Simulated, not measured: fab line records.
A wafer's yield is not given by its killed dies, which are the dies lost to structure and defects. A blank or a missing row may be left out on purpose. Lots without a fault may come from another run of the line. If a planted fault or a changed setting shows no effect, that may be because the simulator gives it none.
fab line records ; flow gf180mcu
[record] lots = 13; wafers = 39; lastDay = 34
route steps=602 shown POLY_GATE@167 HV_LDD@187 CONTACT@287 M1@315
lots that met no fault: from a run of the same line without faults
startH: hours from the record's first day to the start of the lot's first wafer shown ; waitH: hours from the lot's prior step to this one ; " as in the row above ; L1.1+2: a single row standing in for several wafers ; - either no value or no given start ; * or withheld: withheld ; < > ~ a bound
route shown NAME@n: names a module that has steps shown in the file, with the first one's number in the route ; usual: the fault-free wafers' mean and standard deviation ; same: alike in all rows ; chamber/n: place in a boat ; sites: the reading at each site ; _std_site: standard deviation across them ; _edge_site: mean of outer sites minus mean of inner sites ; radiusMm: for every site, how far away it sits from the centre of the wafer ; mask NAME#n: copy n ; behind: the last tool/chamber to shape the wafer ; hold: why the lot was held/for how many hours/how that ended ; device: which transistor (n, p or np) failed to switch ; end of line: tests run on the same wafers once the route is complete ; step lacking rows: just its recipe ; killed: at the first sort, the dies lost to defects and structure; wafer yield is something else ; map: the dies of a wafer, with x for killed, . for not killed, _ for no die there
set.NAME: setting as actually run; set.NAME@STEP: the setting as run at that earlier step ; model.NAME: the simulator's own value behind a step, which no gauge read
one table for each step of the route and one row for each wafer, over a sample of lots
services: a tool's chamber out of use, with start hour (startH, from the record's first day; less than 0 if before it), hours out, and reason
[[steps]]
[step GF_POLY_GATE_CD_MEAS_10]
[recipe] targetCdNm = 280
[usual] cdNm = 279.7/1.1
lot.wafer;tool;chamber;startH;waitH;cdNm
L203.1;cdSem-01;-;217.95;0.1;280.6
L203.2;cdSem-01;-;217.95;0.1;279.8
L203.3;cdSem-01;-;217.95;0.1;278.6
L204.1;cdSem-01;-;227.48;0.1;277.5
L204.5;cdSem-01;-;227.48;0.1;277.3
L204.6;cdSem-01;-;227.48;0.1;278.3
L205.1;cdSem-02;-;228.13;0.1;279.0
L205.2;cdSem-02;-;228.13;0.1;280.2
L205.4;cdSem-02;-;228.13;0.1;279.5
L206.1;cdSem-02;-;236.57;0.2;281.5
L206.4;cdSem-02;-;236.57;0.2;281.6
L206.6;cdSem-02;-;236.57;0.2;282.3
L208.1;cdSem-01;-;253.80;0.1;278.9
L208.2;cdSem-01;-;253.80;0.1;279.2
L208.6;cdSem-01;-;253.80;0.1;279.5
L211.1;cdSem-02;-;265.65;0.1;280.5
L211.2;cdSem-02;-;265.65;0.1;281.2
L211.4;cdSem-02;-;265.65;0.1;281.0
L210.3;cdSem-01;-;265.92;0.1;279.5
L210.4;cdSem-01;-;265.92;0.1;279.3
L210.5;cdSem-01;-;265.92;0.1;280.5
L212.2;cdSem-01;-;273.10;0.1;277.8
L212.3;cdSem-01;-;273.10;0.1;276.7
L212.5;cdSem-01;-;273.10;0.1;277.5
L214.4;cdSem-01;-;286.04;0.1;278.0
L214.5;cdSem-01;-;286.04;0.1;278.8
L214.6;cdSem-01;-;286.04;0.1;279.9
L215.1;cdSem-02;-;294.88;0.1;278.0
L215.3;cdSem-02;-;294.88;0.1;278.8
L215.5;cdSem-02;-;294.88;0.1;278.3
L216.2;cdSem-01;-;304.35;0.1;279.0
L216.5;cdSem-01;-;304.35;0.1;279.0
L216.6;cdSem-01;-;304.35;0.1;279.1
L222.3;cdSem-02;-;343.07;0.1;281.3
L222.5;cdSem-02;-;343.07;0.1;280.2
L222.6;cdSem-02;-;343.07;0.1;280.6
L224.4;cdSem-01;-;352.24;0.1;277.6
L224.5;cdSem-01;-;352.24;0.1;278.6
L224.6;cdSem-01;-;352.24;0.1;277.4
[step GF_HV_LDD_TW_MEAS_11]
[usual] HV_LDD_TW = 2394/12
lot.wafer;tool;chamber;startH;waitH;HV_LDD_TW
L203.1;filmMetro-01;-;244.09;0.1;2380
L203.2;filmMetro-01;-;244.09;0.1;2397
L203.3;filmMetro-01;-;244.09;0.1;2383
L204.1;filmMetro-01;-;254.13;0.1;2386
L204.5;filmMetro-01;-;254.13;0.1;2392
L204.6;filmMetro-01;-;254.13;0.1;2393
L205.1;filmMetro-04;-;254.39;0.1;2410
L205.2;filmMetro-04;-;254.39;0.1;2409
L205.4;filmMetro-04;-;254.39;0.1;2412
L206.1;filmMetro-02;-;260.19;0.1;2410
L206.4;filmMetro-02;-;260.19;0.1;2389
L206.6;filmMetro-02;-;260.19;0.1;2398
L208.1;filmMetro-02;-;274.99;0.1;2387
L208.2;filmMetro-02;-;274.99;0.1;2383
L208.6;filmMetro-02;-;274.99;0.1;2395
L211.1;filmMetro-01;-;290.29;0.1;2375
L211.2;filmMetro-01;-;290.29;0.1;2400
L211.4;filmMetro-01;-;290.29;0.1;2394
L210.3;filmMetro-04;-;290.51;0.1;2401
L210.4;filmMetro-04;-;290.51;0.1;2402
L210.5;filmMetro-04;-;290.51;0.1;2412
L212.2;filmMetro-04;-;299.55;0.1;2399
L212.3;filmMetro-04;-;299.55;0.1;2398
L212.5;filmMetro-04;-;299.55;0.1;2397
L214.4;filmMetro-04;-;310.31;0.1;2403
L214.5;filmMetro-04;-;310.31;0.1;2411
L214.6;filmMetro-04;-;310.31;0.1;2396
L215.1;filmMetro-04;-;318.44;0.1;2421
L215.3;filmMetro-04;-;318.44;0.1;2413
L215.5;filmMetro-04;-;318.44;0.1;2425
L216.2;filmMetro-01;-;327.25;0.1;2401
L216.5;filmMetro-01;-;327.25;0.1;2390
L216.6;filmMetro-01;-;327.25;0.1;2407
L222.3;filmMetro-01;-;367.01;0.1;2382
L222.5;filmMetro-01;-;367.01;0.1;2372
L222.6;filmMetro-01;-;367.01;0.1;2378
L224.4;filmMetro-01;-;376.07;0.1;2376
L224.5;filmMetro-01;-;376.07;0.1;2379
L224.6;filmMetro-01;-;376.07;0.1;2370
[step GF_CONTACT_CVD_00]
[recipe] material = SiO2; targetThkNm = 300; sigmaOpenFrac = 0.3; tempC = 400; timeS = 50; sih4FlowSccm = 60; pressureMtorr = 6
[usual] sih4FlowSccm = 60.03/0.19
lot.wafer;tool;chamber;startH;waitH;sih4FlowSccm
L203.1;hdpcvd-02;1;371.04;0.1;59.97
L203.2;hdpcvd-02;2;371.04;0.1;59.96
L203.3;hdpcvd-02;0;371.04;0.1;60.04
L204.1;hdpcvd-01;2;382.66;0.1;60.01
L204.5;hdpcvd-01;2;382.66;0.1;60.27
L204.6;hdpcvd-01;1;382.66;0.1;60.05
L205.1;hdpcvd-02;1;383.86;0.1;60.16
L205.2;hdpcvd-02;0;383.86;0.1;60.32
L205.4;hdpcvd-02;2;383.86;0.1;60.06
L206.1;hdpcvd-02;2;388.26;0.1;59.72
L206.4;hdpcvd-02;1;388.26;0.1;59.68
L206.6;hdpcvd-02;0;388.26;0.1;60.13
L208.1;hdpcvd-02;2;409.53;0.1;59.84
L208.2;hdpcvd-02;0;409.53;0.1;59.80
L208.6;hdpcvd-02;0;409.53;0.1;60.19
L211.1;hdpcvd-02;0;428.55;0.1;60.13
L211.2;hdpcvd-02;1;428.55;0.1;59.58
L211.4;hdpcvd-02;1;428.55;0.1;59.62
L210.3;hdpcvd-02;0;429.25;0.1;60.00
L210.4;hdpcvd-02;2;429.25;0.1;60.21
L210.5;hdpcvd-02;0;429.25;0.1;60.20
L212.2;hdpcvd-02;2;438.85;0.1;59.80
L212.3;hdpcvd-02;0;438.85;0.1;60.05
L212.5;hdpcvd-02;0;438.85;0.1;60.01
L214.4;hdpcvd-02;2;453.00;0.1;60.19
L214.5;hdpcvd-02;1;453.00;0.1;60.19
L214.6;hdpcvd-02;0;453.00;0.1;59.69
L215.1;hdpcvd-02;0;461.19;0.1;90.09
L215.3;hdpcvd-02;1;461.19;0.1;89.97
L215.5;hdpcvd-02;2;461.19;0.1;90.12
L216.2;hdpcvd-02;2;472.91;0.1;90.22
L216.5;hdpcvd-02;0;472.91;0.1;89.98
L216.6;hdpcvd-02;1;472.91;0.1;89.93
L222.3;hdpcvd-01;2;514.12;0.1;59.97
L222.5;hdpcvd-01;0;514.12;0.1;59.94
L222.6;hdpcvd-01;1;514.12;0.1;60.27
L224.4;hdpcvd-01;0;520.80;0.1;60.32
L224.5;hdpcvd-01;1;520.80;0.1;60.07
L224.6;hdpcvd-01;2;520.80;0.1;59.89
[step GF_CONTACT_THK_MEAS_01]
[recipe] reads = SiO2_of_CONTACT_CVD_00
[usual] CONTACT_CVD_00_THK = 300.7/3
lot.wafer;tool;chamber;startH;waitH;CONTACT_CVD_00_THK[nm]
L203.1;filmMetro-02;-;371.09;0.0;306.6
L203.2;filmMetro-02;-;371.09;0.0;301.4
L203.3;filmMetro-02;-;371.09;0.0;304.2
L204.1;filmMetro-02;-;382.70;0.0;300.5
L204.5;filmMetro-02;-;382.70;0.0;298.7
L204.6;filmMetro-02;-;382.70;0.0;298.6
L205.1;filmMetro-01;-;383.90;0.0;307.6
L205.2;filmMetro-01;-;383.90;0.0;298.6
L205.4;filmMetro-01;-;383.90;0.0;302.4
L206.1;filmMetro-02;-;388.31;0.0;303.4
L206.4;filmMetro-02;-;388.31;0.0;302.9
L206.6;filmMetro-02;-;388.31;0.0;302.9
L208.1;filmMetro-01;-;409.58;0.0;300.0
L208.2;filmMetro-01;-;409.58;0.0;299.1
L208.6;filmMetro-01;-;409.58;0.0;301.8
L211.1;filmMetro-01;-;428.59;0.0;304.5
L211.2;filmMetro-01;-;428.59;0.0;298.9
L211.4;filmMetro-01;-;428.59;0.0;302.3
L210.3;filmMetro-01;-;429.32;0.0;304.6
L210.4;filmMetro-01;-;429.32;0.0;304.7
L210.5;filmMetro-01;-;429.32;0.0;303.8
L212.2;filmMetro-02;-;438.90;0.0;302.8
L212.3;filmMetro-02;-;438.90;0.0;302.8
L212.5;filmMetro-02;-;438.90;0.0;303.3
L214.4;filmMetro-04;-;453.05;0.0;300.9
L214.5;filmMetro-04;-;453.05;0.0;297.2
L214.6;filmMetro-04;-;453.05;0.0;301.0
L215.1;filmMetro-02;-;461.24;0.0;447.2
L215.3;filmMetro-02;-;461.24;0.0;445.8
L215.5;filmMetro-02;-;461.24;0.0;449.3
L216.2;filmMetro-01;-;472.96;0.0;453.7
L216.5;filmMetro-01;-;472.96;0.0;451.0
L216.6;filmMetro-01;-;472.96;0.0;449.1
L222.3;filmMetro-01;-;514.18;0.0;297.9
L222.5;filmMetro-01;-;514.18;0.0;297.6
L222.6;filmMetro-01;-;514.18;0.0;297.0
L224.4;filmMetro-04;-;520.85;0.0;298.5
L224.5;filmMetro-04;-;520.85;0.0;300.7
L224.6;filmMetro-04;-;520.85;0.0;300.0
[step GF_CONTACT_ETCH_17]
[recipe] chemistry = C4F8/O2/Ar; maskMaterial = KrF; target = SiO2; stopOn = CoSi2; sourceW = 1500; biasW = 1200; pressureMtorr = 40; c4f8FlowSccm = withheld; O2_flow_sccm = 6; Ar_flow_sccm = 300; timeS = withheld; targetDepthA = 8600
[usual] biasW = 1200/3.4; oesProductAu = 0.816/0.0047
lot.wafer;tool;chamber;startH;waitH;biasW;oesProductAu
L203.1;rieDiel-03;3;-;-;1201;0.816
L203.2;rieDiel-03;2;-;-;1202;0.818
L203.3;rieDiel-03;1;-;-;1201;0.813
L204.1;rieDiel-03;2;-;-;1201;0.819
L204.5;rieDiel-03;2;-;-;1196;0.809
L204.6;rieDiel-03;3;-;-;1197;0.822
L205.1;rieDiel-01;0;-;-;1202;0.825
L205.2;rieDiel-01;1;-;-;1204;0.815
L205.4;rieDiel-01;0;-;-;1205;0.814
L206.1;rieDiel-03;1;-;-;1196;0.815
L206.4;rieDiel-03;0;-;-;1200;0.813
L206.6;rieDiel-03;1;-;-;1199;0.817
L208.1;rieDiel-03;1;-;-;1202;0.816
L208.2;rieDiel-03;2;-;-;1202;0.816
L208.6;rieDiel-03;2;-;-;1204;0.814
L211.1;rieDiel-02;2;-;-;1201;0.820
L211.2;rieDiel-02;1;-;-;1196;0.815
L211.4;rieDiel-02;0;-;-;1204;0.828
L210.3;rieDiel-03;3;-;-;1206;0.829
L210.4;rieDiel-03;1;-;-;1197;0.813
L210.5;rieDiel-03;0;-;-;1203;0.813
L212.2;rieDiel-02;2;-;-;1199;0.815
L212.3;rieDiel-02;3;-;-;1202;0.823
L212.5;rieDiel-02;1;-;-;1202;0.815
L214.4;rieDiel-02;3;-;-;1203;0.814
L214.5;rieDiel-02;1;-;-;1200;0.817
L214.6;rieDiel-02;2;-;-;1200;0.814
L215.1;rieDiel-03;2;-;-;1200;0.897
L215.3;rieDiel-03;1;-;-;1203;0.895
L215.5;rieDiel-03;2;-;-;1203;0.887
L216.2;rieDiel-02;2;-;-;1202;0.899
L216.5;rieDiel-02;1;-;-;1198;0.883
L216.6;rieDiel-02;0;-;-;1199;0.892
L222.3;rieDiel-03;1;-;-;1198;0.819
L222.5;rieDiel-03;2;-;-;1194;0.814
L222.6;rieDiel-03;1;-;-;1206;0.814
L224.4;rieDiel-01;2;-;-;1203;0.810
L224.5;rieDiel-01;1;-;-;1203;0.817
L224.6;rieDiel-01;2;-;-;1203;0.812
[step GF_M1_SPUTTER_00]
[recipe] material = Ti; targetThkNm = 37.5; arrivingIonEnergyEv = 80; substrateTempC = 200; chamberPressurePa = 2; powerW = 4000; timeS = 150
[usual] throttleValvePct = 30.1/1.2
lot.wafer;tool;chamber;startH;waitH;throttleValvePct
L203.1;pvdSputter-01;-;395.83;0.1;29.1
L203.2;pvdSputter-01;-;395.83;0.1;29.9
L203.3;pvdSputter-01;-;395.83;0.1;31.5
L204.1;pvdSputter-04;-;407.49;0.1;28.5
L204.5;pvdSputter-04;-;407.49;0.1;29.9
L204.6;pvdSputter-04;-;407.49;0.1;28.9
L205.1;pvdSputter-01;-;409.22;0.1;28.9
L205.2;pvdSputter-01;-;409.22;0.1;30.3
L205.4;pvdSputter-01;-;409.22;0.1;31.4
L206.1;pvdSputter-01;-;413.07;0.2;29.0
L206.4;pvdSputter-01;-;413.07;0.2;30.0
L206.6;pvdSputter-01;-;413.07;0.2;30.6
L208.1;pvdSputter-04;-;435.64;0.2;30.0
L208.2;pvdSputter-04;-;435.64;0.2;29.1
L208.6;pvdSputter-04;-;435.64;0.2;29.8
L211.1;pvdSputter-04;-;454.92;0.1;28.6
L211.2;pvdSputter-04;-;454.92;0.1;28.8
L211.4;pvdSputter-04;-;454.92;0.1;29.8
L210.3;pvdSputter-02;-;455.83;0.2;31.6
L210.4;pvdSputter-02;-;455.83;0.2;31.0
L210.5;pvdSputter-02;-;455.83;0.2;30.5
L212.2;pvdSputter-02;-;465.47;0.2;31.5
L212.3;pvdSputter-02;-;465.47;0.2;30.9
L212.5;pvdSputter-02;-;465.47;0.2;30.9
L214.4;pvdSputter-02;-;479.03;0.2;32.3
L214.5;pvdSputter-02;-;479.03;0.2;30.9
L214.6;pvdSputter-02;-;479.03;0.2;31.3
L215.1;pvdSputter-02;-;487.33;0.1;31.4
L215.3;pvdSputter-02;-;487.33;0.1;32.1
L215.5;pvdSputter-02;-;487.33;0.1;31.5
L216.2;pvdSputter-01;-;499.42;0.1;29.8
L216.5;pvdSputter-01;-;499.42;0.1;30.2
L216.6;pvdSputter-01;-;499.42;0.1;29.0
L222.3;pvdSputter-02;-;538.63;0.1;32.5
L222.5;pvdSputter-02;-;538.63;0.1;30.7
L222.6;pvdSputter-02;-;538.63;0.1;31.3
L224.4;pvdSputter-04;-;545.63;0.1;29.7
L224.5;pvdSputter-04;-;545.63;0.1;28.9
L224.6;pvdSputter-04;-;545.63;0.1;28.5
[[services]]
tool;chamber;startH;hours;kind
pvdSputter-02;-;348.01;1.9;repair
rieDiel-02;1;366.42;7.7;repair
pvdSputter-01;-;372.02;3.8;repair
rieDiel-03;1;372.14;9.9;repair
pvdSputter-01;-;377.66;3.0;repair
rieDiel-01;3;380.13;89.8;repair
rieDiel-03;0;382.09;-;clean
rieDiel-03;0;382.09;16.8;scheduledDown
pvdSputter-01;-;400.03;0.5;repair
rieDiel-01;2;403.30;17.7;repair
hdpcvd-01;1;411.96;5.2;repair
hdpcvd-02;-;413.90;1.6;repair
pvdSputter-04;-;425.06;2.2;repair
hdpcvd-02;-;434.48;2.8;pm
rieDiel-02;0;459.55;19.9;repair
rieDiel-01;2;466.39;15.8;repair
pvdSputter-01;-;468.88;0.7;repair
pvdSputter-04;-;488.34;0.9;repair
rieDiel-03;-;501.92;0.6;repair
pvdSputter-02;-;502.56;5.7;repair
rieDiel-01;0;515.28;6.1;repair
pvdSputter-02;-;518.42;1.9;repair
rieDiel-03;0;525.50;6.2;repair
hdpcvd-01;-;539.25;15.0;pm
[[key]]
[firstSign] step = GF_CONTACT_CVD_00; reading = sih4FlowSccm; direction = up; sigmas = 99+; usual = 60.03; struck = 90.05
[effect] step = GF_CONTACT_THK_MEAS_01; reading = CONTACT_CVD_00_THK; direction = up; sigmas = 50; usual = 300.7; struck = 449.3
[effect] step = GF_CONTACT_ETCH_17; reading = oesProductAu; direction = up; sigmas = 16; usual = 0.816; struck = 0.892
metAt GF_CONTACT_CVD_00
struckLots L215,L216
testerLeftOut L215,L216
notActingAt GF_POLY_GATE_CD_MEAS_10,GF_HV_LDD_TW_MEAS_11,GF_M1_SPUTTER_00
onsetBetween 453.00 461.19
[fault] kind = processParameterDrift; tool = hdpcvd-02; chamber = -; onsetH = 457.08; steps = GF_CONTACT_CVD_00; channel = sih4FlowSccm; offset = 30; shape = step; endH = 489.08; actsIn = theseRecipesOnly; stated = 60
// testerLeftOut: of these lots the tester's yield and bins aren't shown, on N5 and GAA mostly nor the transistor test; their killed dies are dies lost to structure and defects alone, not to doping, threshold or leakage, so they don't give the yield
